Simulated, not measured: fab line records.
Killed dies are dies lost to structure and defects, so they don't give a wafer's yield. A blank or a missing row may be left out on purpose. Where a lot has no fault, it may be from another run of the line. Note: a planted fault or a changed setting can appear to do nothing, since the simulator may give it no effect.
2 desks looking at one fault || flow sky130 || only its own numbers are on each desk; what lay behind them is given at the end

## DESK OF THE TOOL OWNER: implanter-01
The tool's own readings at SKY_RES_XHIGH_IMPLANT_07, given as means over the sampled wafers that have a number, one for each lot that went through this tool. The brackets show how far a lot's mean lies from the usual mean; more than 4 standard deviations puts the lot out of limits, marked OUT.
Columns: A = beam_energy_keV at SKY_RES_XHIGH_IMPLANT_07, usual 19.999; B = dose_ions_cm2 at SKY_RES_XHIGH_IMPLANT_07, usual 3.601e+14; C = end_station_pressure_torr at SKY_RES_XHIGH_IMPLANT_07, usual 5.27e-06 Torr
{"lot": "L629", "first seen here": "day 28 08:09", "A": 19.997, "B": 3.606e+14, "C": 5.29e-06}
{"lot": "L634", "first seen here": "day 30 02:56", "A": 19.987, "B": 3.602e+14, "C": 5.11e-06}
{"lot": "L635", "first seen here": "day 30 11:36", "A": 20.002, "B": 3.608e+14, "C": 5.43e-06}
{"lot": "L636", "first seen here": "day 30 20:57", "A": "20.438 (+69) OUT", "B": 3.600e+14, "C": 5.43e-06}
{"lot": "L639", "first seen here": "day 31 01:59", "A": "20.454 (+71) OUT", "B": 3.597e+14, "C": 5.46e-06}
This desk finds L636, L639 out of limits, L636 being first, at day 30 20:57 (beam_energy_keV at SKY_RES_XHIGH_IMPLANT_07). Within limits: L629, L634, L635.

## FROM THE METROLOGY DESK
What the gauges read, lot by lot, whatever tool the lot ran on: means of the sampled wafers that have a number. The brackets show how far a lot's mean lies from the usual mean; more than 4 standard deviations puts the lot out of limits, marked OUT.
Columns: A = SD_N_RS at SKY_SD_N_RS_MEAS_16, usual 68.61 ohm/sq
{"lot": "L627", "first seen here": "day 28 21:34", "A": 68.57}
{"lot": "L629", "first seen here": "day 29 13:19", "A": 68.60}
{"lot": "L630", "first seen here": "day 29 13:43", "A": 68.61}
{"lot": "L634", "first seen here": "day 31 06:43", "A": 68.48}
{"lot": "L633", "first seen here": "day 31 10:36", "A": 68.64}
{"lot": "L635", "first seen here": "day 31 16:23", "A": 68.55}
{"lot": "L636", "first seen here": "day 32 00:41", "A": 68.60}
{"lot": "L638", "first seen here": "day 32 02:59", "A": 68.56}
{"lot": "L639", "first seen here": "day 32 06:45", "A": 68.53}
{"lot": "L637", "first seen here": "day 32 07:04", "A": 68.68}
{"lot": "L646", "first seen here": "day 34 08:49", "A": 68.64}
{"lot": "L648", "first seen here": "day 35 00:37", "A": 68.63}
Finding of this desk: none of the 12 lots has anything out of limits.

## PUT TOGETHER
An alarm could have come from the tool owner's desk at day 30 20:57, on L636, L639.
Nothing out of limits was seen by the metrology desk.
The metrology desk holds a record of L636, L639, inside its limits.
All the named lots went through SKY_RES_XHIGH_IMPLANT_07 on implanter-01.

## WHAT HAD BEEN PUT IN BY THE SIMULATOR
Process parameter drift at SKY_RES_XHIGH_IMPLANT_07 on implanter-01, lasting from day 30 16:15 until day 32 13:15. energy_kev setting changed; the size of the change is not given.
Struck lots among those shown: L636, L639.
Time in hours from fault onset to the first out-of-limits reading at each desk: the tool owner's desk, 5.
